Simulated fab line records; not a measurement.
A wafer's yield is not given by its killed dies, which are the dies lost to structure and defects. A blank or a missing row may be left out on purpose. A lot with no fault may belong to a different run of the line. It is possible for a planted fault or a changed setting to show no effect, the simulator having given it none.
What tool caused it? | flow sfq line | Sampling: 14 lots, 42 wafers, 6 of 325 route steps

## WHAT THE GAUGES READ, wafer by wafer
SFQ_M0_RS_MEAS_904: uses a four-point probe to measure.
lot  | measured     | on            | M0_NB_RS (ohm/sq)
L909 | day 5 07:28  | film metro-03 | 0.899 0.885 0.891
L911 | day 5 16:29  | film metro-03 | 0.890 0.890 0.883
L913 | day 6 01:28  | film metro-04 | 0.888 0.890 0.886
L914 | day 6 12:17  | film metro-03 | 0.882 0.893 0.898
L915 | day 6 18:17  | film metro-03 | 0.877 0.887 0.887
L917 | day 9 21:43  | film metro-04 | 0.883 0.884 0.884
L918 | day 10 06:07 | film metro-04 | 0.883 0.915 0.893
L919 | day 10 10:53 | film metro-03 | 0.877 0.869 0.870
L922 | day 11 08:50 | film metro-02 | 0.886 0.871 0.909
L923 | day 11 17:50 | film metro-04 | 0.900 0.887 0.906
L926 | day 12 12:28 | film metro-03 | 0.893 0.899 0.901
L928 | day 13 05:16 | film metro-04 | 0.883 0.890 0.895
L929 | day 13 11:14 | film metro-02 | 0.883 0.882 0.879
L930 | day 13 17:14 | film metro-04 | 0.899 0.896 0.895

SFQ_M1_RS_MEAS_909: uses a four-point probe to measure.
lot  | measured     | on            | M1_NB_RS (ohm/sq)
L909 | day 12 21:05 | film metro-04 | 0.897 0.861 0.871
L911 | day 13 10:08 | film metro-01 | 0.871 0.863 0.894
L913 | day 14 12:17 | film metro-04 | 0.864 0.862 0.867
L914 | day 14 17:06 | film metro-02 | 0.871 0.887 0.868
L915 | day 15 06:54 | film metro-04 | 0.905 0.895 0.892
L917 | day 15 08:51 | film metro-04 | 0.883 0.879 0.887
L918 | day 15 12:37 | film metro-02 | 0.878 0.868 0.878
L919 | day 15 18:51 | film metro-01 | 0.873 0.876 0.881
L922 | day 16 18:22 | film metro-01 | 0.888 0.891 0.878
L923 | day 17 06:34 | film metro-04 | 0.906 0.895 0.898
L926 | day 24 13:16 | film metro-01 | 0.898 0.888 0.895
L928 | day 25 19:52 | film metro-04 | 0.901 0.598 0.878
L929 | day 26 01:51 | film metro-01 | 0.904 0.594 0.901
L930 | day 26 07:38 | film metro-02 | 0.902 0.901 0.894

SFQ_I1_BOW_MEAS_912.
lot  | measured     | on            | I1_BOW (um)
L909 | day 18 08:44 | film metro-01 | -11 -3 -14
L911 | day 19 04:50 | film metro-02 | -8 -1 -9
L913 | day 20 13:10 | film metro-02 | 4 7 3
L914 | day 20 20:23 | film metro-02 | 7 7 14
L915 | day 21 19:11 | film metro-01 | 0 -4 1
L917 | day 21 23:25 | film metro-01 | 6 -1 -4
L918 | day 22 05:25 | film metro-02 | 3 12 12
L919 | day 22 13:10 | film metro-02 | -1 5 -12
L922 | day 23 13:44 | film metro-01 | -12 -3 -4
L923 | day 24 03:24 | film metro-01 | -9 0 3
L926 | day 31 04:19 | film metro-02 | 6 3 18
L928 | day 32 09:36 | film metro-01 | 0 -10 -5
L929 | day 32 22:35 | film metro-03 | 5 8 6
L930 | day 33 01:41 | film metro-02 | 5 5 14

## TOOL THAT RAN EACH LOT (tool first, then ch and the chambers of the sampled wafers, then the start)
lot  | SFQ_TRILAYER_L0_BARC_OPEN_METAL_ETCH_010 | SFQ_TRILAYER_M1_DEP_SPUTTER_037 | SFQ_TRILAYER_M1_ETCH_METAL_ETCH_042
L909 | rie metal-04 ch 0,1, day 4 13:23         | pvd sputter-04, day 12 20:59    | rie metal-03 ch 1, day 18 04:02
L911 | rie metal-04 ch 0,1, day 5 02:35         | pvd sputter-04, day 13 10:01    | rie metal-02 ch 0,1, day 19 00:50
L913 | rie metal-02 ch 0,1, day 5 16:59         | pvd sputter-04, day 14 12:11    | rie metal-03 ch 0,1, day 20 09:11
L914 | rie metal-04 ch 0, day 5 21:48           | pvd sputter-04, day 14 16:59    | rie metal-03 ch 0, day 20 16:23
L915 | rie metal-04 ch 0, day 6 03:48           | pvd sputter-05, day 15 06:47    | rie metal-03 ch 0,1, day 21 12:55
L917 | rie metal-04 ch 0,1, day 6 15:48         | pvd sputter-03, day 15 08:43    | rie metal-02 ch 0,1, day 21 16:33
L918 | rie metal-03 ch 0,1, day 6 20:36         | pvd sputter-03, day 15 12:29    | rie metal-04 ch 0,1, day 21 23:45
L919 | rie metal-03 ch 0, day 7 01:40           | pvd sputter-03, day 15 18:46    | rie metal-03 ch 0,1, day 22 06:55
L922 | rie metal-04 ch 0,1, day 7 16:04         | pvd sputter-03, day 16 18:16    | rie metal-04 ch 0,1, day 23 09:46
L923 | rie metal-03 ch 0,1, day 7 22:04         | pvd sputter-05, day 17 06:29    | rie metal-04 ch 1, day 23 22:42
L926 | rie metal-02 ch 1, day 8 11:17           | pvd sputter-05, day 24 13:10    | rie metal-04 ch 0,1, day 31 00:03
L928 | rie metal-03 ch 0,1, day 8 23:16         | pvd sputter-04, day 25 19:46    | rie metal-02 ch 0,1, day 32 04:50
L929 | rie metal-03 ch 0,1, day 9 02:52         | pvd sputter-04, day 26 01:46    | rie metal-03 ch 0,1, day 32 11:33
L930 | rie metal-02 ch 1, day 9 09:52           | pvd sputter-05, day 26 07:33    | rie metal-03 ch 1, day 32 15:09
- SFQ_TRILAYER_L0_BARC_OPEN_METAL_ETCH_010: etches BARC in O2, target depth 125 nm, time 41.7 s.
- SFQ_TRILAYER_M1_DEP_SPUTTER_037: material Nb, target thk 200 nm, time 133.3 s.
- SFQ_TRILAYER_M1_ETCH_METAL_ETCH_042: etches Nb in Cl2/Ar, stops on SiO2, target depth 240 nm, time 120 s.

## WHAT THE TOOLS THEMSELVES READ (means of the sampled wafers that have a number; where no wafer has one, the mark that the record gives instead)
SFQ_TRILAYER_L0_BARC_OPEN_METAL_ETCH_010.
lot  | tool         | drypump motor current A (A) | oes product au (a.u.)
L909 | rie metal-04 | 5.3                         | 0.684
L911 | rie metal-04 | 5.3                         | 0.691
L913 | rie metal-02 | 5.7                         | 0.685
L914 | rie metal-04 | 5.0                         | 0.686
L915 | rie metal-04 | 5.0                         | 0.685
L917 | rie metal-04 | 5.5                         | 0.684
L918 | rie metal-03 | 5.9                         | 0.686
L919 | rie metal-03 | 5.9                         | 0.682
L922 | rie metal-04 | 5.3                         | 0.688
L923 | rie metal-03 | 5.9                         | 0.685
L926 | rie metal-02 | 5.8                         | 0.685
L928 | rie metal-03 | 6.0                         | 0.689
L929 | rie metal-03 | 5.9                         | 0.682
L930 | rie metal-02 | 5.7                         | 0.683

SFQ_TRILAYER_M1_DEP_SPUTTER_037.
lot  | tool           | cathode dc power W (W) | throttle valve pct (%)
L909 | pvd sputter-04 | 2000.1                 | 30.2
L911 | pvd sputter-04 | 2000.1                 | 30.6
L913 | pvd sputter-04 | 1999.9                 | 31.1
L914 | pvd sputter-04 | 2000.1                 | 31.3
L915 | pvd sputter-05 | 1999.9                 | 30.4
L917 | pvd sputter-03 | 2000.3                 | 28.8
L918 | pvd sputter-03 | 1999.8                 | 28.7
L919 | pvd sputter-03 | 2000.0                 | 29.1
L922 | pvd sputter-03 | 1999.9                 | 29.3
L923 | pvd sputter-05 | 1999.9                 | 31.6
L926 | pvd sputter-05 | 2000.4                 | 31.1
L928 | pvd sputter-04 | 1999.8                 | 30.1
L929 | pvd sputter-04 | 2000.2                 | 29.3
L930 | pvd sputter-05 | 1999.3                 | 30.5

SFQ_TRILAYER_M1_ETCH_METAL_ETCH_042.
lot  | tool         | drypump motor current A (A) | oes product au (a.u.)
L909 | rie metal-03 | 6.0                         | 0.898
L911 | rie metal-02 | 5.7                         | 0.900
L913 | rie metal-03 | 5.9                         | 0.909
L914 | rie metal-03 | 5.9                         | 0.900
L915 | rie metal-03 | 6.0                         | 0.890
L917 | rie metal-02 | 5.7                         | 0.899
L918 | rie metal-04 | 5.5                         | 0.903
L919 | rie metal-03 | 5.9                         | 0.904
L922 | rie metal-04 | 5.3                         | 0.894
L923 | rie metal-04 | 5.8                         | 0.888
L926 | rie metal-04 | 5.5                         | 0.893
L928 | rie metal-02 | 5.7                         | 0.933
L929 | rie metal-03 | 5.9                         | 0.921
L930 | rie metal-03 | 6.0                         | 0.886

## THE ANSWER, worked out from the rows above alone
Rule: usual is defined by the lots themselves. Put in order of their means at a reading, lots are off if they are a third of the lots or fewer, leave a main group of 4 or more, and stand apart from it by a gap of 3 or more times the standard deviation of the main group's means; of several such gaps the widest counts. Not used: any main group whose means are identical at the precision the tables above print for the reading. Also off: a lot with no number at a reading for which 4 or more lots have one. Where the step has rows for the other lots, those lots are counted as sound. First the gauges in route order, then the tools' own readings, where a lot's mean is used as printed above. The first step at which some lot is off is used, and at that step the reading that is off furthest; a lot without a number counts as furthest.
Off: L928, L929, seen at SFQ_M1_RS_MEAS_909 (M1_NB_RS). The main group: mean 0.883 ohm/sq, standard deviation 0.011.
A tool fits if, at a process step before that reading, it ran every lot that is off, and no sound lot after the first of them. The gauges at SFQ_M1_RS_MEAS_909 are tried like those tools. Can't be told from this: 2 tools fit, rie metal-03 at SFQ_TRILAYER_L0_BARC_OPEN_METAL_ETCH_010, pvd sputter-04 at SFQ_TRILAYER_M1_DEP_SPUTTER_037.

## WHAT WAS PUT IN BY THE SIMULATOR
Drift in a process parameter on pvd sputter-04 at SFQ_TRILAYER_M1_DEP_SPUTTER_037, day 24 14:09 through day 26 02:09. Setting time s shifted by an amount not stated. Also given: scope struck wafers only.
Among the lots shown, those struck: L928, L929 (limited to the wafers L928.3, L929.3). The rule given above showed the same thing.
